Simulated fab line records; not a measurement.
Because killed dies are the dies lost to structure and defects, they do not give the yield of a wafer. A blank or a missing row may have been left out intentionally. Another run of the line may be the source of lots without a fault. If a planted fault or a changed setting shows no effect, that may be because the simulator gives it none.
Matching of chambers || flow gf180mcu || GF_SAB_CVD_00 on pecvd-03: 3 sister chambers
The step deposits SiO2 from TEOS, target thk 50 nm, time 4.9302 s. 3 wafers are shown with their chamber, then 12 later ones without.

WAFERS PAIRED WITH THEIR CHAMBERS
{"wafer": "L088.1", "chamber": 2, "heater-power-w (W)": 756}
{"wafer": "L090.3", "chamber": 1, "heater-power-w (W)": 709}
{"wafer": "L090.6", "chamber": 0, "heater-power-w (W)": 598}

WAFERS WITHOUT THEIR CHAMBER
{"wafer": "L091.2", "heater-power-w (W)": 653}
{"wafer": "L091.3", "heater-power-w (W)": 714}
{"wafer": "L091.6", "heater-power-w (W)": 699}
{"wafer": "L092.1", "heater-power-w (W)": 737}
{"wafer": "L092.3", "heater-power-w (W)": 768}
{"wafer": "L092.4", "heater-power-w (W)": 697}
{"wafer": "L095.2", "heater-power-w (W)": 736}
{"wafer": "L095.4", "heater-power-w (W)": 655}
{"wafer": "L095.6", "heater-power-w (W)": 659}
{"wafer": "L096.2", "heater-power-w (W)": 688}
{"wafer": "L096.4", "heater-power-w (W)": 698}
{"wafer": "L096.6", "heater-power-w (W)": 757}

THE CHAMBER EACH PASSED THROUGH
{"wafer": "L091.2", "from the rows above": "can't be placed: 0 or 1 or 2", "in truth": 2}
{"wafer": "L091.3", "from the rows above": "can't be placed: 1 or 2", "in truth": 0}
{"wafer": "L091.6", "from the rows above": "can't be placed: 1 or 2", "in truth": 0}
{"wafer": "L092.1", "from the rows above": "can't be placed: 2 or 1", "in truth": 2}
{"wafer": "L092.3", "from the rows above": "can't be placed: 2 or 1", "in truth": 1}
{"wafer": "L092.4", "from the rows above": "can't be placed: 1 or 2", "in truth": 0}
{"wafer": "L095.2", "from the rows above": "can't be placed: 2 or 1", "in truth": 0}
{"wafer": "L095.4", "from the rows above": "can't be placed: 1 or 0 or 2", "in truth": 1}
{"wafer": "L095.6", "from the rows above": "can't be placed: 1 or 0 or 2", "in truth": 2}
{"wafer": "L096.2", "from the rows above": "can't be placed: 1 or 2", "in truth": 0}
{"wafer": "L096.4", "from the rows above": "can't be placed: 1 or 2", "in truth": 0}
{"wafer": "L096.6", "from the rows above": "can't be placed: 2 or 1", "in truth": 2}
Placed correctly: 0 of 12. Unplaceable from these rows: 12, with the true chamber sitting among the candidates in 6. Wrongly placed: 0.
How it was worked out, from the rows above alone: a wafer's distance from a chamber is the root of the sum, over the readings, of the square of ((its reading less the chamber's mean) divided by the reading's scatter). The wafer belongs to the nearest chamber; if the next one is less than 2 further off, it can't be placed. A chamber's mean is the mean of its shown wafers. The scatter: root of mean squared gap, hidden wafer to nearest shown wafer, with one shown wafer a chamber.
